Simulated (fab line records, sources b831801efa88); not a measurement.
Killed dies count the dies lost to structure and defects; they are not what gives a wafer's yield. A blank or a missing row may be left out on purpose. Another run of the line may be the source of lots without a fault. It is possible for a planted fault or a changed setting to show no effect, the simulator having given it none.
Which tool did it? | flow gf180mcu | 14 lots with 42 wafers sampled at 4 steps, on a route of 602 steps

## WHAT THE GAUGES READ, wafer by wafer
GF_M4_OVL_MEAS_15. Usual: M4_OVL gives 0 nm (standard deviation 5.1).
lot  | measured     | on         | M4_OVL (nm) | flag
L563 | day 24 02:13 | overlay-01 | 3 6 6       |
L565 | day 24 13:33 | overlay-01 | 3 9 6       |
L571 | day 26 15:30 | overlay-01 | 4 0 4       |
L572 | day 27 08:02 | overlay-01 | -1 2 5      |
L576 | day 28 01:57 | overlay-02 | -4 2 1      |
L578 | day 28 23:34 | overlay-01 | -2 -3 -7    |
L577 | day 29 00:29 | overlay-02 | -5 -10 -7   |
L579 | day 29 09:23 | overlay-02 | 10 7 4      |
L580 | day 29 12:00 | overlay-02 | -2 -6 -3    |
L581 | day 29 17:55 | overlay-01 | -3 -6 -7    |
L582 | day 30 00:16 | overlay-01 | 4 2 3       |
L583 | day 30 04:05 | overlay-01 | -7 -8 -9    |
L584 | day 30 08:25 | overlay-02 | 2 -4 1      |
L585 | day 30 14:22 | overlay-02 | 4 -3 -5     |

## WHICH TOOL RAN EACH LOT (tool, then ch and the chambers of the sampled wafers, then the start)
lot  | GF_SAB_DEVELOP_08                 | GF_V1_ETCH_17                                 | GF_V3_STRIP_18
L563 | litho-track-04 ch 0, day 15 15:29 | rie-diel-03 ch 0,1,3, day 23 02:35 or earlier | plasma-asher-01 ch 0,1, day 23 02:35
L565 | litho-track-02 ch 0, day 16 05:28 | rie-diel-02 ch 0,1,3, day 23 13:52 or earlier | plasma-asher-04 ch 0,1, day 23 13:52
L571 | litho-track-04 ch 0, day 18 11:14 | rie-diel-01 ch 0,1, day 25 16:43 or earlier   | plasma-asher-03 ch 0,1, day 25 16:43
L572 | litho-track-04 ch 0, day 19 06:56 | rie-diel-02 ch 0,1,2, day 26 09:50 or earlier | plasma-asher-01 ch 0,1, day 26 09:50
L576 | litho-track-01 ch 0, day 20 07:15 | rie-diel-03 ch 0,1, day 27 04:49 or earlier   | plasma-asher-03 ch 0,1, day 27 04:49
L578 | litho-track-02 ch 0, day 21 07:05 | rie-diel-02 ch 0,1,2, day 28 02:44 or earlier | plasma-asher-04 ch 0,1, day 28 02:44
L577 | litho-track-01 ch 0, day 21 09:33 | rie-diel-03 ch 2,3, day 28 04:05 or earlier   | plasma-asher-01 ch 0,1, day 28 04:05
L579 | litho-track-01 ch 0, day 21 20:52 | rie-diel-02 ch 1,2,3, day 28 12:55 or earlier | plasma-asher-03 ch 0,1, day 28 12:55
L580 | litho-track-02 ch 0, day 21 21:25 | rie-diel-03 ch 0,2, day 28 15:13 or earlier   | plasma-asher-01 ch 0,1, day 28 15:13
L581 | litho-track-04 ch 0, day 22 04:52 | rie-diel-01 ch 0,2, day 28 20:52 or earlier   | plasma-asher-03 ch 0,1, day 28 20:52
L582 | litho-track-01 ch 0, day 22 14:03 | rie-diel-03 ch 0,2,3, day 29 03:35 or earlier | plasma-asher-04 ch 0,1, day 29 03:35
L583 | litho-track-04 ch 0, day 22 19:26 | rie-diel-03 ch 1,2,3, day 29 07:59 or earlier | plasma-asher-03 ch 0,1, day 29 07:59
L584 | litho-track-04 ch 0, day 22 22:11 | rie-diel-02 ch 1,2,3, day 29 12:29 or earlier | plasma-asher-01 ch 0,1, day 29 12:29
L585 | litho-track-04 ch 0, day 23 08:56 | rie-diel-03 ch 0,2, day 29 18:40 or earlier   | plasma-asher-01 ch 0,1, day 29 18:40
- GF_SAB_DEVELOP_08: develop time 57.28 s.
- GF_V1_ETCH_17: etches SiO2 in C4F8/O2/Ar, stops on TiN, target depth 630 nm.
- GF_V3_STRIP_18: strips in O2/N2.

## AS READ BY THE TOOLS THEMSELVES (means over the sampled wafers that have a number; for cases with no such wafer, the mark the record gives instead)
GF_SAB_DEVELOP_08. Usual: developer-temp-C 23.01 C, standard deviation 0.11.
lot  | tool           | developer-temp-C (C) | flag
L563 | litho-track-04 | 23.03                |
L565 | litho-track-02 | 23.05                |
L571 | litho-track-04 | 20.70                | OFF
L572 | litho-track-04 | 20.73                | OFF
L576 | litho-track-01 | 22.97                |
L578 | litho-track-02 | 23.08                |
L577 | litho-track-01 | 23.08                |
L579 | litho-track-01 | 23.05                |
L580 | litho-track-02 | 22.96                |
L581 | litho-track-04 | 23.01                |
L582 | litho-track-01 | 22.92                |
L583 | litho-track-04 | 22.99                |
L584 | litho-track-04 | 23.14                |
L585 | litho-track-04 | 23.00                |

GF_V1_ETCH_17. Usual: oes-product-au 0.856 a.u., standard deviation 0.0046.
lot  | tool        | oes-product-au (a.u.) | flag
L563 | rie-diel-03 | 0.854                 |
L565 | rie-diel-02 | 0.858                 |
L571 | rie-diel-01 | 0.851                 |
L572 | rie-diel-02 | 0.855                 |
L576 | rie-diel-03 | 0.853                 |
L578 | rie-diel-02 | 0.856                 |
L577 | rie-diel-03 | 0.851                 |
L579 | rie-diel-02 | 0.858                 |
L580 | rie-diel-03 | 0.860                 |
L581 | rie-diel-01 | 0.857                 |
L582 | rie-diel-03 | 0.856                 |
L583 | rie-diel-03 | 0.855                 |
L584 | rie-diel-02 | 0.859                 |
L585 | rie-diel-03 | 0.857                 |

GF_V3_STRIP_18. Usual: drypump-motor-current-A 5.6 A, standard deviation 0.4; heater-power-w 348 W, standard deviation 19; oes-product-au 0.592 a.u., standard deviation 0.0045.
lot  | tool            | drypump-motor-current-A (A) | heater-power-w (W) | oes-product-au (a.u.) | flag
L563 | plasma-asher-01 | 5.5                         | 339                | 0.596                 |
L565 | plasma-asher-04 | 5.8                         | 339                | 0.591                 |
L571 | plasma-asher-03 | 5.6                         | 358                | 0.599                 |
L572 | plasma-asher-01 | 5.5                         | 338                | 0.593                 |
L576 | plasma-asher-03 | 5.7                         | 365                | 0.590                 |
L578 | plasma-asher-04 | 5.7                         | 341                | 0.590                 |
L577 | plasma-asher-01 | 5.5                         | 342                | 0.597                 |
L579 | plasma-asher-03 | 5.6                         | 361                | 0.590                 |
L580 | plasma-asher-01 | 5.2                         | 336                | 0.591                 |
L581 | plasma-asher-03 | 5.6                         | 374                | 0.593                 |
L582 | plasma-asher-04 | 5.8                         | 341                | 0.593                 |
L583 | plasma-asher-03 | 5.7                         | 358                | 0.593                 |
L584 | plasma-asher-01 | 5.2                         | 342                | 0.590                 |
L585 | plasma-asher-01 | 5.5                         | 345                | 0.595                 |

## THE ANSWER, worked out from the rows above alone
Rule: lot off if the mean of its wafers having a number is beyond 3 standard deviations from the usual mean. A lot without any number at a reading at which 4 lots or more have one is off too. The other lots that the step has rows for count as sound. The gauges are gone through in route order, then the tools' own readings, and for those a lot's mean is taken as printed above. The first step at which some lot is off is used, and at that step the reading that is off furthest; a lot without a number counts as furthest.
Off: L571, L572, at GF_SAB_DEVELOP_08 (developer-temp-C).
If a tool, at that step or one of the process steps before it, ran each lot that is off and ran no sound lot following the first of them, it fits. None of those tried fits.

## WHAT THE SIMULATOR HAD INSERTED
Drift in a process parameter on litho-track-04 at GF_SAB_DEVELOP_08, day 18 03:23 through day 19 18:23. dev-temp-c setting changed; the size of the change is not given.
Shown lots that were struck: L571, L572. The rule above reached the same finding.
